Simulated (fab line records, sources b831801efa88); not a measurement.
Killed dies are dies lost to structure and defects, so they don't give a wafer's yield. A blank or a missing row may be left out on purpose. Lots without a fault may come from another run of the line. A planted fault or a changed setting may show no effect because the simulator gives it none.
Which tool did it? | flow sky130 | 10 lots, 30 wafers sampled, at 6 steps of a route of 708

WHAT THE GAUGES READ, wafer by wafer
SKY_FIELD_ISO_BOW_MEAS_00.
lot  | measured    | on            | INCOMING_BOW (um)
L313 | day 2 01:00 | film_metro-02 | 14 6 6
L314 | day 2 06:04 | film_metro-03 | -7 -6 -2
L315 | day 2 11:01 | film_metro-04 | -1 -1 -3
L317 | day 2 21:00 | film_metro-02 | 2 -7 -2
L319 | day 3 07:01 | film_metro-04 | 7 -12 -10
L320 | day 3 12:00 | film_metro-03 | -4 -1 -12
L321 | day 3 17:01 | film_metro-02 | 0 -2 4
L322 | day 3 22:00 | film_metro-02 | -10 -14 -9
L331 | day 5 19:00 | film_metro-02 | -3 -2 3
L333 | day 6 05:04 | film_metro-03 | 8 7 0

SKY_VT_ADJUST_LVTN_TW_MEAS_21.
lot  | measured     | on            | VT_ADJUST_LVTN_2_TW
L313 | day 8 06:40  | film_metro-01 | 187.7 188.9 189.3
L314 | day 8 14:27  | film_metro-03 | 185.9 186.2 185.6
L315 | day 9 00:06  | film_metro-03 | 185.8 185.8 185.5
L317 | day 9 07:22  | film_metro-03 | 185.8 185.6 185.1
L319 | day 10 01:03 | film_metro-01 | 190.1 190.0 188.8
L320 | day 10 07:46 | film_metro-02 | 189.5 188.8 188.6
L321 | day 10 12:59 | film_metro-01 | 30.3 30.2 30.2 30.0 30.2 30.3
L322 | day 12 16:11 | film_metro-02 | 187.7 187.3 187.8
L331 | day 13 15:46 | film_metro-02 | 187.6 186.9 187.8
L333 | day 14 07:46 | film_metro-02 | 187.3 188.1 188.7

SKY_VT_ADJUST_NCORE_OVL_MEAS_08.
lot  | measured     | on         | VT_ADJUST_NCORE_OVL (nm)
L313 | day 9 03:31  | overlay-02 | -0.1 -0.8 -0.9
L314 | day 9 11:59  | overlay-02 | 1.0 1.6 0.6
L315 | day 9 21:32  | overlay-01 | -0.3 -0.3 0.0
L317 | day 10 04:31 | overlay-01 | 0.4 0.2 0.8
L319 | day 10 22:53 | overlay-02 | -1.3 -0.7 -2.3
L320 | day 11 06:07 | overlay-01 | 1.7 -0.1 2.4
L322 | day 13 17:19 | overlay-01 | -0.2 -1.5 -1.0
L331 | day 14 16:28 | overlay-01 | -2.0 -2.8 -1.4
L333 | day 15 10:38 | overlay-01 | -2.4 -2.1 0.2

WHICH TOOL RAN EACH LOT (tool, then ch and the chambers of the sampled wafers, then the start)
lot  | SKY_FIELD_ISO_ETCH_14             | SKY_VT_ADJUST_LVTN_STRIP_09          | SKY_VT_ADJUST_LVTN_STRIP_20
L313 | rie_diel-01 ch 1,2,3, day 2 20:43 | plasma_asher-03 ch 0,1, day 7 10:26  | plasma_asher-01 ch 0,1, day 8 06:34
L314 | rie_diel-01 ch 1,2,3, day 3 02:18 | plasma_asher-03 ch 0,1, day 7 18:04  | plasma_asher-04 ch 0,1, day 8 14:22
L315 | rie_diel-02 ch 0,1, day 3 07:22   | plasma_asher-01 ch 0,1, day 8 02:41  | plasma_asher-03 ch 0,1, day 8 23:59
L317 | rie_diel-02 ch 0,2, day 3 15:17   | plasma_asher-01 ch 0,1, day 8 10:05  | plasma_asher-04 ch 0,1, day 9 07:16
L319 | rie_diel-02 ch 0,1, day 4 02:46   | plasma_asher-01 ch 0,1, day 9 02:32  | plasma_asher-01 ch 0,1, day 10 00:56
L320 | rie_diel-02 ch 0,1,3, day 4 08:34 | plasma_asher-03 ch 0,1, day 9 09:29  | plasma_asher-01 ch 0,1, day 10 07:40
L321 | rie_diel-04 ch 0,1,3, day 4 14:40 | plasma_asher-01 ch 0,1, day 9 14:04  | plasma_asher-03 ch 0,1, day 10 12:52
L322 | rie_diel-04 ch 0,1,2, day 6 01:59 | plasma_asher-01 ch 0,1, day 11 16:05 | plasma_asher-03 ch 0,1, day 12 16:05
L331 | rie_diel-02 ch 0,1,3, day 6 17:20 | plasma_asher-01 ch 0,1, day 12 14:17 | plasma_asher-01 ch 0,1, day 13 15:40
L333 | rie_diel-04 ch 2,3, day 7 05:22   | plasma_asher-01 ch 0,1, day 13 06:07 | plasma_asher-04 ch 0,1, day 14 07:40
- SKY_FIELD_ISO_ETCH_14: etches BARC in N2/H2, stops on SiO2, time 45.9 s, target depth 60 nm.
- SKY_VT_ADJUST_LVTN_STRIP_09: strips in O2/N2.
- SKY_VT_ADJUST_LVTN_STRIP_20: strips in O2/N2.

WHAT THE TOOLS THEMSELVES READ (means of the sampled wafers that have a number; where no wafer has one, the mark that the record gives instead)
SKY_FIELD_ISO_ETCH_14.
lot  | tool        | drypump_motor_current_A (A) | oes_product_au (a.u.) | throttle_valve_pct (%)
L313 | rie_diel-01 | 5.9                         | 0.853                 | 13.223
L314 | rie_diel-01 | 5.9                         | 0.854                 | 13.233
L315 | rie_diel-02 | 5.8                         | 0.855                 | 13.225
L317 | rie_diel-02 | 5.1                         | 0.852                 | 13.225
L319 | rie_diel-02 | 5.3                         | 0.857                 | 13.227
L320 | rie_diel-02 | 5.8                         | 0.856                 | 13.221
L321 | rie_diel-04 | 5.5                         | 0.857                 | 13.229
L322 | rie_diel-04 | 5.8                         | 0.854                 | 13.227
L331 | rie_diel-02 | 5.7                         | 0.853                 | 13.221
L333 | rie_diel-04 | 5.4                         | 0.851                 | 13.221

SKY_VT_ADJUST_LVTN_STRIP_09.
lot  | tool            | drypump_motor_current_A (A) | oes_product_au (a.u.) | strip_time_to_endpoint_s (s)
L313 | plasma_asher-03 | 5.9                         | 0.721                 | 37.06
L314 | plasma_asher-03 | 5.9                         | 0.725                 | 37.13
L315 | plasma_asher-01 | 6.3                         | 0.720                 | 36.86
L317 | plasma_asher-01 | 6.3                         | 0.723                 | 36.87
L319 | plasma_asher-01 | 6.3                         | 0.722                 | 37.14
L320 | plasma_asher-03 | 5.9                         | 0.723                 | 36.95
L321 | plasma_asher-01 | 6.4                         | 0.941                 | -
L322 | plasma_asher-01 | 6.3                         | 0.723                 | 37.15
L331 | plasma_asher-01 | 6.4                         | 0.723                 | 36.99
L333 | plasma_asher-01 | 6.3                         | 0.721                 | 37.05

SKY_VT_ADJUST_LVTN_STRIP_20.
lot  | tool            | drypump_motor_current_A (A) | oes_product_au (a.u.) | strip_time_to_endpoint_s (s)
L313 | plasma_asher-01 | 6.4                         | 0.711                 | 14.19
L314 | plasma_asher-04 | 6.2                         | 0.721                 | 14.20
L315 | plasma_asher-03 | 5.9                         | 0.711                 | 14.22
L317 | plasma_asher-04 | 5.7                         | 0.719                 | 14.22
L319 | plasma_asher-01 | 6.3                         | 0.714                 | 14.19
L320 | plasma_asher-01 | 6.4                         | 0.712                 | 14.19
L321 | plasma_asher-03 | 5.9                         | 0.717                 | 34.61
L322 | plasma_asher-03 | 5.8                         | 0.717                 | 14.23
L331 | plasma_asher-01 | 6.3                         | 0.718                 | 14.26
L333 | plasma_asher-04 | 6.2                         | 0.717                 | 14.21

THE ANSWER, worked out from the rows above alone
Rule: what is usual is taken from the lots themselves. Put in order of their means at a reading, lots are off if they are a third of the lots or fewer, leave a main group of 4 or more, and stand apart from it by a gap of 3 or more times the standard deviation of the main group's means; of several such gaps the widest counts. A main group whose means are all the same, to the digits that the tables above print for the reading, isn't used. A lot without any number at a reading at which 4 lots or more have one is off too. The other lots that the step has rows for count as sound. The gauges are gone through in route order, then the tools' own readings, and for those a lot's mean is taken as printed above. The first step at which some lot is off is used, and at that step the reading that is off furthest; a lot without a number counts as furthest.
Off: L321, at SKY_VT_ADJUST_LVTN_TW_MEAS_21 (VT_ADJUST_LVTN_2_TW). The main group: mean 187.5, standard deviation 1.4.
A tool fits if, at a process step before that reading, it ran every lot that is off, and no sound lot after the first of them. The gauges at SKY_VT_ADJUST_LVTN_TW_MEAS_21 aren't tried: what is off there is off at SKY_VT_ADJUST_LVTN_STRIP_09 too, on other tools, and a gauge's error can't cause that. None of those tried fits.

WHAT THE SIMULATOR HAD PUT IN
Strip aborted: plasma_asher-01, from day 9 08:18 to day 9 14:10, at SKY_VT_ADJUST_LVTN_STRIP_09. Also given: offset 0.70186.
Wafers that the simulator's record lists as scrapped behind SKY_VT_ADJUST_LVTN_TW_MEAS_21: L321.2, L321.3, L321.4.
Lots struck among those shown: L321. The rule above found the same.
